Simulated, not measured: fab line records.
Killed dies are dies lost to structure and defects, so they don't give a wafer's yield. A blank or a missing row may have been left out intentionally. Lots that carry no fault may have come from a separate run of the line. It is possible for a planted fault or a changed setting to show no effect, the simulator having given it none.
Matching of chambers :: flow gf180mcu :: GF_V1_CMP_26 on cmp-02: 4 sister chambers
The step polishes, stops on SiO2, t overpolish 15 s, target thk 0 nm. 8 wafers are shown with their chamber, then 10 later ones without.

== EACH WAFER AND ITS CHAMBER ==
wafer: L749.4
chamber: 2
motor current A (A): 10.7
time to endpoint s (s): 88

wafer: L752.3
chamber: 1
motor current A (A): 9.2
time to endpoint s (s): 86

wafer: L759.6
chamber: 0
motor current A (A): 10.2
time to endpoint s (s): 85

wafer: L763.2
chamber: 3
motor current A (A): 12.1
time to endpoint s (s): 83

wafer: L763.4
chamber: 2
motor current A (A): 11.7
time to endpoint s (s): 88

wafer: L763.6
chamber: 3
motor current A (A): 12.6
time to endpoint s (s): 81

wafer: L764.1
chamber: 1
motor current A (A): 8.5
time to endpoint s (s): 81

wafer: L764.3
chamber: 0
motor current A (A): 10.1
time to endpoint s (s): 82

== WAFERS MISSING THEIR CHAMBER ==
wafer: L764.4
motor current A (A): 11.8
time to endpoint s (s): 84

wafer: L766.2
motor current A (A): 10.6
time to endpoint s (s): 87

wafer: L766.3
motor current A (A): 8.7
time to endpoint s (s): 85

wafer: L766.5
motor current A (A): 11.5
time to endpoint s (s): 80

wafer: L767.1
motor current A (A): 10.8
time to endpoint s (s): 88

wafer: L767.4
motor current A (A): 9.0
time to endpoint s (s): 82

wafer: L767.5
motor current A (A): 10.1
time to endpoint s (s): 83

wafer: L770.1
motor current A (A): 10.5
time to endpoint s (s): 81

wafer: L770.2
motor current A (A): 11.7
time to endpoint s (s): 88

wafer: L770.6
motor current A (A): 8.9
time to endpoint s (s): 86

== THE CHAMBER EACH PASSED THROUGH ==
wafer: L764.4
from the rows above: can't be placed: 3 or 2
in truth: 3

wafer: L766.2
from the rows above: can't be placed: 2 or 0
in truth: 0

wafer: L766.3
from the rows above: 1
in truth: 1

wafer: L766.5
from the rows above: can't be placed: 3 or 0 or 2
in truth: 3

wafer: L767.1
from the rows above: can't be placed: 2 or 0
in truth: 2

wafer: L767.4
from the rows above: can't be placed: 1 or 0
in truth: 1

wafer: L767.5
from the rows above: 0
in truth: 0

wafer: L770.1
from the rows above: 0
in truth: 0

wafer: L770.2
from the rows above: 2
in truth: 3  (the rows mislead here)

wafer: L770.6
from the rows above: can't be placed: 1 or 0
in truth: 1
Correct placement for 3 of the 10. Not placeable from these rows: 6 (in 6, the candidates include the true chamber). Placed wrongly: 1.
How it was worked out, from the rows above alone: a wafer's distance from a chamber is the root of the sum, over the readings, of the square of ((its reading less the chamber's mean) divided by the reading's scatter). The wafer belongs to the nearest chamber; if the next one is less than 2 further off, it can't be placed. The mean given for a chamber averages the wafers shown for that chamber. The scatter: the root of (the sum of the squares of (reading less its chamber's mean) over the shown wafers, divided by (wafers less chambers)).
